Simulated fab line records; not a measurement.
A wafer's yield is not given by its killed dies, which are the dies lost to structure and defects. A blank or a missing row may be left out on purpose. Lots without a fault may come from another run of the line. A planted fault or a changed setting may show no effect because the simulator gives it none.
The tool behind it: which one? || flow gf180mcu || Sampling: 11 lots, 33 wafers, 3 of 602 route steps

== WHAT THE GAUGES READ, wafer by wafer ==
GF_CONTACT_RS_MEAS_25: measures by four-point-probe.
{"lot": "L591", "measured": "day 16 00:56", "on": "film_metro-04", "CONTACT_W_RS (ohm/sq)": "0.384 0.386 0.381"}
{"lot": "L594", "measured": "day 17 07:59", "on": "film_metro-01", "CONTACT_W_RS (ohm/sq)": "0.380 0.380 0.384"}
{"lot": "L597", "measured": "day 18 04:13", "on": "film_metro-02", "CONTACT_W_RS (ohm/sq)": "0.382 0.386 0.384"}
{"lot": "L600", "measured": "day 19 12:37", "on": "film_metro-04", "CONTACT_W_RS (ohm/sq)": "0.382 0.379 0.380"}
{"lot": "L601", "measured": "day 19 23:40", "on": "film_metro-01", "CONTACT_W_RS (ohm/sq)": "0.378 0.375 0.377"}
{"lot": "L604", "measured": "day 21 04:43", "on": "film_metro-04", "CONTACT_W_RS (ohm/sq)": "0.388 0.385 0.389"}
{"lot": "L605", "measured": "day 21 17:00", "on": "film_metro-01", "CONTACT_W_RS (ohm/sq)": "0.381 0.382 0.385"}
{"lot": "L606", "measured": "day 21 18:38", "on": "film_metro-01", "CONTACT_W_RS (ohm/sq)": "0.532 0.384 0.528"}
{"lot": "L607", "measured": "day 22 06:52", "on": "film_metro-01", "CONTACT_W_RS (ohm/sq)": "0.378 0.521 0.377"}
{"lot": "L608", "measured": "day 22 16:39", "on": "film_metro-04", "CONTACT_W_RS (ohm/sq)": "0.391 0.384 0.390"}
{"lot": "L609", "measured": "day 22 20:20", "on": "film_metro-04", "CONTACT_W_RS (ohm/sq)": "0.385 0.378 0.381"}

GF_CONTACT_THK_MEAS_26: measures by xrf.
{"lot": "L591", "measured": "day 16 01:03", "on": "film_metro-04", "CONTACT_W_THK (nm)": "304 299 306"}
{"lot": "L594", "measured": "day 17 08:06", "on": "film_metro-01", "CONTACT_W_THK (nm)": "308 307 304"}
{"lot": "L597", "measured": "day 18 04:20", "on": "film_metro-02", "CONTACT_W_THK (nm)": "301 297 300"}
{"lot": "L600", "measured": "day 19 12:44", "on": "film_metro-04", "CONTACT_W_THK (nm)": "302 304 302"}
{"lot": "L601", "measured": "day 19 23:47", "on": "film_metro-01", "CONTACT_W_THK (nm)": "309 310 312"}
{"lot": "L604", "measured": "day 21 04:49", "on": "film_metro-04", "CONTACT_W_THK (nm)": "298 300 298"}
{"lot": "L605", "measured": "day 21 17:07", "on": "film_metro-01", "CONTACT_W_THK (nm)": "305 303 301"}
{"lot": "L606", "measured": "day 21 18:43", "on": "film_metro-01", "CONTACT_W_THK (nm)": "219 303 220"}
{"lot": "L607", "measured": "day 22 06:59", "on": "film_metro-01", "CONTACT_W_THK (nm)": "308 224 309"}
{"lot": "L608", "measured": "day 22 16:45", "on": "film_metro-04", "CONTACT_W_THK (nm)": "295 299 295"}
{"lot": "L609", "measured": "day 22 20:27", "on": "film_metro-04", "CONTACT_W_THK (nm)": "298 304 302"}

== WHICH TOOL RAN EACH LOT (tool, then ch and the chambers of the sampled wafers, then the start) ==
{"lot": "L591", "GF_CONTACT_CVD_24": "cvd_w-02 ch 1, day 16 00:49"}
{"lot": "L594", "GF_CONTACT_CVD_24": "cvd_w-02 ch 0,1, day 17 07:52"}
{"lot": "L597", "GF_CONTACT_CVD_24": "cvd_w-01 ch 0,1, day 18 04:07"}
{"lot": "L600", "GF_CONTACT_CVD_24": "cvd_w-02 ch 1, day 19 12:31"}
{"lot": "L601", "GF_CONTACT_CVD_24": "cvd_w-02 ch 0,1, day 19 23:34"}
{"lot": "L604", "GF_CONTACT_CVD_24": "cvd_w-01 ch 0,1, day 21 04:36"}
{"lot": "L605", "GF_CONTACT_CVD_24": "cvd_w-02 ch 0,1, day 21 16:54"}
{"lot": "L606", "GF_CONTACT_CVD_24": "cvd_w-02 ch 0,1, day 21 18:30"}
{"lot": "L607", "GF_CONTACT_CVD_24": "cvd_w-02 ch 0,1, day 22 06:41"}
{"lot": "L608", "GF_CONTACT_CVD_24": "cvd_w-01 ch 0,1, day 22 16:32"}
{"lot": "L609", "GF_CONTACT_CVD_24": "cvd_w-01 ch 0,1, day 22 20:14"}
- GF_CONTACT_CVD_24: deposits W, target thk 300 nm, time 90.339 s.

== WHAT THE TOOLS THEMSELVES READ (means of the sampled wafers that have a number; where no wafer has one, the mark that the record gives instead) ==
GF_CONTACT_CVD_24.
{"lot": "L591", "tool": "cvd_w-02", "heater_power_outer_w (W)": 645, "heater_power_w (W)": 1026, "susceptor_temp_C (C)": 400.00}
{"lot": "L594", "tool": "cvd_w-02", "heater_power_outer_w (W)": 647, "heater_power_w (W)": 1012, "susceptor_temp_C (C)": 400.09}
{"lot": "L597", "tool": "cvd_w-01", "heater_power_outer_w (W)": 509, "heater_power_w (W)": 864, "susceptor_temp_C (C)": 400.01}
{"lot": "L600", "tool": "cvd_w-02", "heater_power_outer_w (W)": 644, "heater_power_w (W)": 1024, "susceptor_temp_C (C)": 399.97}
{"lot": "L601", "tool": "cvd_w-02", "heater_power_outer_w (W)": 657, "heater_power_w (W)": 1008, "susceptor_temp_C (C)": 400.14}
{"lot": "L604", "tool": "cvd_w-01", "heater_power_outer_w (W)": 523, "heater_power_w (W)": 864, "susceptor_temp_C (C)": 400.43}
{"lot": "L605", "tool": "cvd_w-02", "heater_power_outer_w (W)": 644, "heater_power_w (W)": 999, "susceptor_temp_C (C)": 400.14}
{"lot": "L606", "tool": "cvd_w-02", "heater_power_outer_w (W)": 610, "heater_power_w (W)": 915, "susceptor_temp_C (C)": 388.02}
{"lot": "L607", "tool": "cvd_w-02", "heater_power_outer_w (W)": 632, "heater_power_w (W)": 974, "susceptor_temp_C (C)": 394.24}
{"lot": "L608", "tool": "cvd_w-01", "heater_power_outer_w (W)": 519, "heater_power_w (W)": 864, "susceptor_temp_C (C)": 400.14}
{"lot": "L609", "tool": "cvd_w-01", "heater_power_outer_w (W)": 552, "heater_power_w (W)": 926, "susceptor_temp_C (C)": 399.84}

== THE ANSWER, worked out from the rows above alone ==
Rule: usual is defined by the lots themselves. The widest of any qualifying gaps counts: lots, ordered by their means at a reading, are off when they make up no more than a third of the lots, leave a main group of 4 or more, and stand apart from it by 3 or more times the standard deviation of that group's means. A main group whose means are all the same, to the digits that the tables above print for the reading, isn't used. A lot without any number at a reading at which 4 lots or more have one is off too. Where the step has rows for the other lots, those lots are counted as sound. First the gauges in route order, then the tools' own readings, where a lot's mean is used as printed above. The first step at which some lot is off is used, and at that step the reading that is off furthest; a lot without a number counts as furthest.
Off: L606, L607, at GF_CONTACT_RS_MEAS_25 (CONTACT_W_RS). Main group: mean 0.383 ohm/sq, sd 0.0034.
A tool fits if, at a process step before that reading, it ran every lot that is off, and no sound lot after the first of them. The gauges at GF_CONTACT_RS_MEAS_25 aren't tried: what is off there is off at GF_CONTACT_CVD_24 too, on other tools, and a gauge's error can't cause that. One fits: cvd_w-02 at GF_CONTACT_CVD_24. Its last sound lot is L605 (day 21 16:54), its first lot that is off L606 (day 21 18:30): a fault that began between those two fits.
On the lots that are off, the tool's own readings at GF_CONTACT_CVD_24 differ by more than 5 times the standard deviation of the sound lots' means, which bears it out; susceptor_temp_C reads 391.13 C there versus 400.08 C on the sound lots.

== WHAT WAS PUT IN BY THE SIMULATOR ==
cvd_w-02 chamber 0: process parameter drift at GF_CONTACT_CVD_24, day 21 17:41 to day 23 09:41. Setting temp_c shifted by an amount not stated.
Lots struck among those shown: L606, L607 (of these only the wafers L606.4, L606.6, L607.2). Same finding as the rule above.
